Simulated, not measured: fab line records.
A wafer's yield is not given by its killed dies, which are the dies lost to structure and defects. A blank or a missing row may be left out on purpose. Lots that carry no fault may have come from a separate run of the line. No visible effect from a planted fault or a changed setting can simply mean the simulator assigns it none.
fab line records    flow sky130
record lots=13  wafers=39  lastDay=50
route steps=708 shown LI_CONTACT@376 PAD_OPEN@708
lots untouched by any fault: they come from a run of this same line in which no faults occurred
startH: the number of hours between the record's first day and the start of the first shown wafer of the lot    waitH: how many hours have passed since the lot's step before this one    " identical to the entry in the row above    L1.1+2: several wafers, shown together as one row    - value missing, or start not given    * or withheld: withheld    < > ~ a bound
route shown NAME@n: names a module that has steps shown in the file, with the first one's number in the route    usual: average and standard deviation across the fault-free wafers    same: alike in all rows    chamber/n: place in a boat    sites: per-site readings    _std_site: their standard deviation    _edge_site: the outer-site mean with the inner-site mean subtracted    radiusMm: how far each site lies from the wafer's centre    mask NAME#n: copy n    behind: the tool/chamber that last shaped the wafer    hold: what put the lot on hold/how long, in hours/how the hold closed    device: names the non-switching transistor (n, p or np)    end of line: the tests these same wafers got at the end of their route    a step without rows: its recipe alone    killed: count of dies lost to structure and defects at first sort (not the wafer's yield)    map: a wafer's dies, marking killed ones x, the rest . and places with no die _
set.NAME: the setting the step ran with; set.NAME@STEP: the setting that earlier step ran with    model.NAME: the simulator's own value behind a step, which no gauge read
a sample of lots followed through the steps of the route, with each step as a table and each wafer as a row
services: when a tool's chamber went out of use (startH, in hours from the record's first day, below 0 if earlier), for how many hours, and the reason
## steps
# step SKY_LI_CONTACT_ETCH_14
# recipe chemistry=N2/H2  target=BARC  ionEnergyEv=200  sourceW=500  biasW=98.04  pressureMtorr=30  n2FlowSccm=100  h2FlowSccm=200  stopOn=SiO2  timeS=45.9  targetDepthA=600
# usual drypumpMotorCurrentA=5.7/0.44  oesProductAu=0.854/0.0044  runLengthS=74.3/0.4  throttleValvePct=13.224/0.0089
lot.wafer  tool        chamber  startH  waitH  drypumpMotorCurrentA  oesProductAu  rfHoursCounterH  runLengthS  throttleValvePct
L325.2     rieDiel-04  3        688.16  0.0    6.0                   0.844         53               74.2        13.231
L325.4     "           2        "       "      6.4                   0.857         39               74.3        13.209
L325.5     "           3        "       "      6.0                   0.849         -                74.8        13.224
L326.2     rieDiel-03  1        695.74  0.0    5.1                   0.853         6                74.3        13.213
L326.3     "           3        "       "      5.0                   0.854         32               74.3        13.221
L326.6     "           1        "       "      5.1                   0.854         -                74.3        13.211
L328.1     rieDiel-04  0        719.14  0.0    5.7                   0.850         8                74.1        13.220
L328.2     "           2        "       "      6.4                   0.992         40               52.0        13.247
L328.3     "           1        "       "      6.0                   0.866         3                74.1        13.238
L329.1     rieDiel-02  1        728.54  0.0    5.8                   0.853         41               73.7        13.235
L329.3     "           3        "       "      5.3                   0.854         9                74.1        13.228
L329.4     "           0        "       "      5.2                   0.859         6                73.9        13.227
L335.1     rieDiel-03  2        771.94  0.0    6.0                   0.852         5                75.3        13.204
L335.4     "           3        "       "      5.0                   0.855         33               74.4        13.209
L335.6     "           0        "       "      5.1                   0.857         -                75.3        13.241
L337.1     rieDiel-04  0        779.19  0.0    5.7                   0.856         10               73.9        13.218
L337.2     "           2        "       "      6.4                   0.857         42               74.1        13.235
L337.5     "           3        "       "      6.0                   0.853         -                74.8        13.216
L339.1     rieDiel-04  2        813.09  0.0    6.4                   0.857         0                74.5        13.236
L339.3     "           3        "       "      6.0                   0.859         3                74.3        13.227
L339.6     "           1        "       "      6.0                   0.862         -                74.3        13.228
L340.2     rieDiel-02  2        815.24  0.0    5.6                   0.854         14               75.0        13.226
L340.3     "           0        "       "      5.2                   0.851         8                74.5        13.225
L340.4     "           1        "       "      5.8                   0.854         1                73.7        13.222
L341.1     rieDiel-04  2        816.76  0.0    6.4                   0.851         1                74.0        13.214
L341.5     "           0        "       "      5.7                   0.849         -                74.1        13.221
L341.6     "           3        "       "      6.0                   0.854         -                74.8        13.220
L342.1     rieDiel-04  3        825.54  0.0    6.0                   0.854         3                74.6        13.232
L342.2     "           0        "       "      5.7                   0.856         12               74.5        13.227
L342.4     "           1        "       "      6.1                   0.852         7                74.1        13.223
L343.1     rieDiel-03  2        837.24  0.0    6.0                   0.855         7                75.0        13.234
L343.5     "           2        "       "      6.0                   0.861         -                74.7        13.219
L343.6     "           1        "       "      5.0                   0.851         -                74.7        13.218
L345.1     rieDiel-02  1        845.59  0.0    5.8                   0.844         2                73.6        13.231
L345.4     "           0        "       "      5.2                   0.859         9                73.7        13.230
L345.6     "           1        "       "      5.8                   0.848         -                73.9        13.217
L346.4     rieDiel-04  2        848.84  0.0    6.4                   0.848         2                74.1        13.217
L346.5     "           1        "       "      6.1                   0.859         -                74.1        13.238
L346.6     "           0        "       "      5.7                   0.858         -                74.1        13.241
# step SKY_LI_CONTACT_STRIP_16
# recipe chemistry=O2/N2  powerW=1400  pressureMtorr=1500  platenTempC=withheld  o2FlowSccm=3000  n2FlowSccm=300  overashFraction=0.5
# usual drypumpMotorCurrentA=6.0/0.52  o2FlowSccm=3001/8  oesProductAu=0.375/0.0049  stripTimeToEndpointS=3.49/0.037
lot.wafer  tool            chamber  startH  waitH  drypumpMotorCurrentA  o2FlowSccm  oesProductAu  rfHoursCounterH  stripTimeToEndpointS
L325.2     plasmaAsher-03  1        688.29  -      6.7                   2996        0.371         26               3.51
L325.4     "               1        "       "      6.7                   3004        0.379         -                3.49
L325.5     "               0        "       "      5.8                   3010        0.374         -                3.49
L326.2     plasmaAsher-03  0        695.87  -      5.7                   2999        0.377         26               3.56
L326.3     "               0        "       "      5.7                   2989        0.379         -                3.51
L326.6     "               1        "       "      6.7                   3001        0.378         -                3.56
L328.1     plasmaAsher-01  1        719.27  -      5.4                   3009        0.380         96               3.50
L328.2     "               0        "       "      5.2                   3004        0.382         96               3.73
L328.3     "               1        "       "      5.4                   2991        0.375         -                3.48
L329.1     plasmaAsher-04  0        728.67  -      6.2                   3005        0.376         106              3.49
L329.3     "               1        "       "      6.3                   2995        0.371         -                3.41
L329.4     "               0        "       "      6.2                   2998        0.378         -                3.46
L335.1     plasmaAsher-01  1        772.07  -      5.4                   2998        0.369         101              3.46
L335.4     "               1        "       "      5.4                   2999        0.375         -                3.50
L335.6     "               0        "       "      5.2                   3003        0.379         -                3.46
L337.1     plasmaAsher-03  1        779.32  -      6.7                   2999        0.379         35               3.52
L337.2     "               0        "       "      5.7                   2987        0.381         35               3.52
L337.5     "               1        "       "      6.7                   3008        0.374         -                3.47
L339.1     plasmaAsher-01  0        813.22  -      5.3                   3002        0.380         105              3.47
L339.3     "               0        "       "      5.3                   3004        0.386         -                3.46
L339.6     "               0        "       "      5.3                   3005        0.370         -                3.48
L340.2     plasmaAsher-01  0        815.37  -      5.3                   2984        0.376         105              3.51
L340.3     "               1        "       "      5.4                   2990        0.375         -                3.49
L340.4     "               0        "       "      5.2                   3001        0.380         -                3.53
L341.1     plasmaAsher-03  1        816.89  -      6.7                   3006        0.378         38               3.43
L341.5     "               0        "       "      5.7                   3008        0.384         -                3.54
L341.6     "               1        "       "      6.7                   2995        0.369         -                3.50
L342.1     plasmaAsher-03  0        825.67  -      5.7                   2995        0.378         39               3.51
L342.2     "               1        "       "      6.7                   2998        0.381         39               3.60
L342.4     "               1        "       "      6.7                   2986        0.378         -                3.51
L343.1     plasmaAsher-04  1        837.37  -      6.3                   2999        0.377         10               3.47
L343.5     "               1        "       "      6.3                   2998        0.370         -                3.45
L343.6     "               0        "       "      6.2                   3003        0.379         -                3.49
L345.1     plasmaAsher-04  0        845.72  -      6.2                   2990        0.368         10               3.49
L345.4     "               0        "       "      6.2                   2993        0.374         -                3.49
L345.6     "               0        "       "      6.3                   3004        0.371         -                3.49
L346.4     plasmaAsher-03  1        849.00  -      6.7                   2991        0.366         -                3.48
L346.5     "               0        "       "      5.7                   2994        0.379         -                3.53
L346.6     "               1        "       "      6.7                   3000        0.380         -                3.59
# step SKY_PAD_OPEN_PROBE_99
# usual killed_at_M0_to_M3=42/7  killed_at_M4_up=3.2/1.6  killedAtContacts=24/5.8  killedAtFrontEnd=16/4.3  killedAtOther=0.3/0.62  killedDies=86/9.5  killedOpen=46/6.4  killedShort=39/6.3
# same grossDies=492  killedAtBackSide=0
lot.wafer  tool       chamber  startH   waitH  killed_at_M0_to_M3  killed_at_M4_up  killedAtContacts  killedAtFrontEnd  killedAtOther  killedDies  killedOpen  killedShort
L337.1     prober-01  -        1150.45  0.1    46                  1                24                10                0              81          45          36
L337.2     prober-01  -        1150.50  0.1    49                  6                32                21                0              108         54          54
L337.5     prober-01  -        1150.65  0.2    60                  5                22                23                0              110         53          57
# killed by level:class
L337.1 VIA3:geometricParticle:open=11 CONTACT:geometricParticle:open=10 VIA1:geometricParticle:open=8 METAL2:geometricParticle:short=8 LI_CONTACT:geometricParticle:open=4 LI_CONTACT:geometricParticle:short=4 CONTACT:geometricParticle:short=4 METAL1:geometricParticle:short=4
L337.2 VIA1:geometricParticle:open=15 CONTACT:geometricParticle:short=9 LI_CONTACT:geometricParticle:open=8 METAL1:geometricParticle:short=7 CONTACT:geometricParticle:open=6 LOCAL_INTERCONNECT:geometricParticle:short=6 VIA3:geometricParticle:open=6 POLY_GATE:geometricParticle:short=5
L337.5 VIA1:geometricParticle:short=11 VIA3:geometricParticle:open=10 CONTACT:geometricParticle:open=9 VIA1:geometricParticle:open=7 METAL3:geometricParticle:short=6 CONTACT:geometricParticle:short=6 METAL1:geometricParticle:short=6 VIA2:geometricParticle:open=6
## services
tool            chamber  startH  hours  kind
plasmaAsher-03  -        664.79  3.2    repair
rieDiel-04      2        677.60  2.1    repair
rieDiel-03      1        689.38  2.3    repair
rieDiel-04      2        701.92  4.6    repair
rieDiel-03      -        708.84  2.8    pm
rieDiel-04      3        711.79  -      clean
rieDiel-04      3        711.79  26.0   scheduledDown
rieDiel-04      3        711.79  26.0   ventCycle
rieDiel-02      1        721.65  5.3    repair
rieDiel-03      2        733.02  5.1    repair
plasmaAsher-04  -        733.75  9.0    pm
plasmaAsher-04  0        733.75  9.0    ventCycle
plasmaAsher-04  1        733.75  9.0    ventCycle
rieDiel-03      -        737.35  28.1   pm
plasmaAsher-04  0        742.75  -      clean
plasmaAsher-04  1        742.75  -      clean
rieDiel-02      1        750.58  -      clean
rieDiel-02      1        750.58  13.9   scheduledDown
rieDiel-02      1        750.58  13.9   ventCycle
rieDiel-04      -        751.06  2.8    pm
plasmaAsher-01  -        756.34  2.1    repair
rieDiel-04      2        786.99  -      clean
rieDiel-04      2        786.99  15.3   scheduledDown
rieDiel-04      2        786.99  15.3   ventCycle
## key
firstSign step=SKY_LI_CONTACT_ETCH_14  reading=runLengthS  direction=down  sigmas=56  usual=*  struck=*
effect step=SKY_LI_CONTACT_ETCH_14  reading=oesProductAu  direction=up  sigmas=31  usual=0.854  struck=0.992
effect step=SKY_LI_CONTACT_STRIP_16  reading=stripTimeToEndpointS  direction=up  sigmas=6.4  usual=*  struck=*
metAt SKY_LI_CONTACT_ETCH_14
struckLots L328
struckWafers L328.2
testerLeftOut L328
onsetBetween 688.16 719.14
fault kind=processParameterDrift  tool=rieDiel-04  chamber=2  onsetH=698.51  steps=SKY_LI_CONTACT_ETCH_14  channel=timeS  offset=*  shape=step  endH=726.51  actsIn=*  stated=*
# testerLeftOut: of these lots the tester's yield and bins aren't shown, on N5 and GAA mostly nor the transistor test; their killed dies are dies lost to structure and defects alone, not to doping, threshold or leakage, so they don't give the yield
